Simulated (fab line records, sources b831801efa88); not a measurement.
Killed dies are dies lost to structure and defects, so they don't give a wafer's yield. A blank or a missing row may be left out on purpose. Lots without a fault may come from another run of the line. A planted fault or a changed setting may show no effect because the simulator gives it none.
Chamber matching | flow sky130 | SKY_FIELD_ISO_ETCH_17 on rie_si-02: 4 sister chambers
The step etches Si in HBr/Cl2/O2, target depth 342 nm, time 97.7 s. 14 wafers are shown with their chamber, then 7 later ones without.

WAFERS WITH THEIR CHAMBER
wafer  | chamber | drypump_motor_current_A (A) | oes_product_au (a.u.) | run_length_s (s)
L904.1 | 3       | 5.1                         | 0.991                 | 126.3
L904.5 | 3       | 5.2                         | 0.987                 | 126.8
L904.6 | 2       | 6.3                         | 1.015                 | 126.3
L905.2 | 1       | 5.8                         | 1.005                 | 125.8
L905.4 | 2       | 6.3                         | 1.008                 | 125.5
L905.6 | 2       | 6.3                         | 1.013                 | 125.6
L906.1 | 1       | 5.8                         | 1.001                 | 126.0
L906.4 | 0       | 5.9                         | 1.004                 | 126.0
L906.6 | 1       | 5.8                         | 1.004                 | 125.9
L910.3 | 0       | 5.9                         | 1.000                 | 125.8
L910.4 | 2       | 6.3                         | 1.009                 | 126.0
L910.5 | 2       | 6.3                         | 1.006                 | 125.7
L921.4 | 3       | 5.1                         | 0.986                 | 126.6
L921.5 | 2       | 6.3                         | 1.006                 | 125.5

SIGNATURES (means of the wafers above)
reading                 | chamber 0 | chamber 1 | chamber 2 | chamber 3 | scatter within a chamber
drypump_motor_current_A | 5.900     | 5.800     | 6.300     | 5.133     | 0.0258
oes_product_au          | 1.00200   | 1.00333   | 1.00950   | 0.98800   | 0.00316
run_length_s            | 125.900   | 125.900   | 125.767   | 126.567   | 0.261
Rule: a wafer's distance from a chamber is the root of the sum, over the readings, of the square of ((its reading less the chamber's mean) divided by the reading's scatter). The wafer belongs to the nearest chamber; if the next one is less than 2 further off, it can't be placed. The scatter: the root of (the sum of the squares of (reading less its chamber's mean) over the shown wafers, divided by (wafers less chambers)).

WAFERS WITHOUT THEIR CHAMBER
wafer  | drypump_motor_current_A (A) | oes_product_au (a.u.) | run_length_s (s)
L921.6 | 5.9                         | 1.000                 | 125.9
L923.2 | 5.2                         | 0.991                 | 126.7
L923.3 | 5.9                         | 0.985                 | 125.7
L923.6 | 5.9                         | 0.992                 | 125.7
L926.2 | 5.9                         | 0.993                 | 125.8
L926.3 | 5.9                         | 0.998                 | 126.2
L926.5 | 5.9                         | 0.997                 | 126.3

WHICH CHAMBER EACH WENT THROUGH
wafer  | from the rows above     | in truth
L921.6 | 0                       | 0
L923.2 | 3                       | 3
L923.3 | can't be placed: 0 or 1 | 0
L923.6 | 0                       | 0
L926.2 | 0                       | 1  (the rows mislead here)
L926.3 | 0                       | 0
L926.5 | 0                       | 0
Placed correctly: 5 of 7. Can't be placed from these rows: 1 (the true chamber is among the candidates in 1). Placed wrongly: 1.
